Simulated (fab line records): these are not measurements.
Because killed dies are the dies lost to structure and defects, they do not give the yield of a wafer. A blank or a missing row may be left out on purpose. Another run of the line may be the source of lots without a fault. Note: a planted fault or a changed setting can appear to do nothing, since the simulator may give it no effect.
Which tool was responsible? | flow sky130 | 45 wafers from 15 lots sampled at 2 of the route's 708 steps

WHAT EACH GAUGE READ, for each wafer
SKY_VIA1_OVL_MEAS_13.
lot  | measured     | on         | VIA1_OVL (nm)
L638 | day 33 20:34 | overlay-01 | 9 1 3
L640 | day 34 12:11 | overlay-02 | -1 -1 1
L641 | day 34 23:30 | overlay-01 | 8 13 10
L642 | day 35 11:26 | overlay-02 | 6 0 6
L645 | day 36 08:37 | overlay-02 | 1 5 6
L647 | day 37 07:43 | overlay-02 | 9 -5 -3
L648 | day 37 11:42 | overlay-01 | 4 2 0
L649 | day 37 18:57 | overlay-01 | 8 6 8
L650 | day 38 00:36 | overlay-01 | 11 6 10
L651 | day 38 07:43 | overlay-01 | -2 -2 5
L656 | day 39 19:58 | overlay-01 | 7 4 4
L657 | day 40 06:26 | overlay-01 | -2 4 7
L658 | day 40 13:46 | overlay-02 | 6 11 5
L659 | day 40 17:01 | overlay-01 | 5 10 5
L660 | day 40 22:10 | overlay-02 | 10 10 9

SKY_METAL2_RS_MEAS_05: measurement is done with a four-point probe.
lot  | measured     | on           | METAL2_ALCU_RS (ohm/sq)
L638 | day 33 22:09 | filmMetro-04 | 0.1286 0.1281 0.1290
L640 | day 34 13:41 | filmMetro-03 | 0.1265 0.1267 0.1265
L641 | day 35 01:02 | filmMetro-04 | 0.1267 0.1260 0.1255
L642 | day 35 13:03 | filmMetro-04 | 0.1276 0.1281 0.1281
L645 | day 36 10:08 | filmMetro-02 | 0.1283 0.1272 0.1283
L647 | day 37 09:13 | filmMetro-03 | 0.1270 0.1276 0.1276
L648 | day 37 13:16 | filmMetro-04 | 0.1275 0.1273 0.1284
L649 | day 37 20:29 | filmMetro-04 | 0.1285 0.1284 0.1276
L650 | day 38 02:06 | filmMetro-02 | 0.1272 0.1280 0.1272
L651 | day 38 09:15 | filmMetro-04 | 0.1257 0.1252 0.1251
L656 | day 39 21:41 | filmMetro-04 | 0.1280 0.1279 0.1284
L657 | day 40 07:56 | filmMetro-04 | 0.1285 0.1286 0.1287
L658 | day 40 15:20 | filmMetro-04 | 0.1300 0.1291 0.1291
L659 | day 40 18:30 | filmMetro-02 | 0.1257 0.1265 0.1257
L660 | day 40 23:49 | filmMetro-03 | 0.1263 0.1282 0.1282

EACH LOT AND THE TOOL THAT RAN IT (in order: tool; ch and the chambers of the sampled wafers; start)
There is no process step in the record ahead of these readings.

AS READ BY THE TOOLS THEMSELVES (means over the sampled wafers that have a number; for cases with no such wafer, the mark the record gives instead)
The record holds no such reading with a usual standard deviation.

THE ANSWER, worked out from the rows above alone
Rule: the lots themselves supply what counts as usual. Put in order of their means at a reading, lots are off if they are a third of the lots or fewer, leave a main group of 4 or more, and stand apart from it by a gap of 3 or more times the standard deviation of the main group's means; of several such gaps the widest counts. A main group is skipped when, at the precision printed for the reading in the tables above, its means are all equal. Also off: a lot with no number at a reading for which 4 or more lots have one. Any other lot the step has rows for is counted as sound. After the gauges, taken in route order, come the tools' own readings; for these a lot's mean is taken, as printed above. The first step at which some lot is off is used, and at that step the reading that is off furthest; a lot without a number counts as furthest.
None of the lots is off at any reading shown; this tells nothing.

WHAT THE SIMULATOR PUT IN
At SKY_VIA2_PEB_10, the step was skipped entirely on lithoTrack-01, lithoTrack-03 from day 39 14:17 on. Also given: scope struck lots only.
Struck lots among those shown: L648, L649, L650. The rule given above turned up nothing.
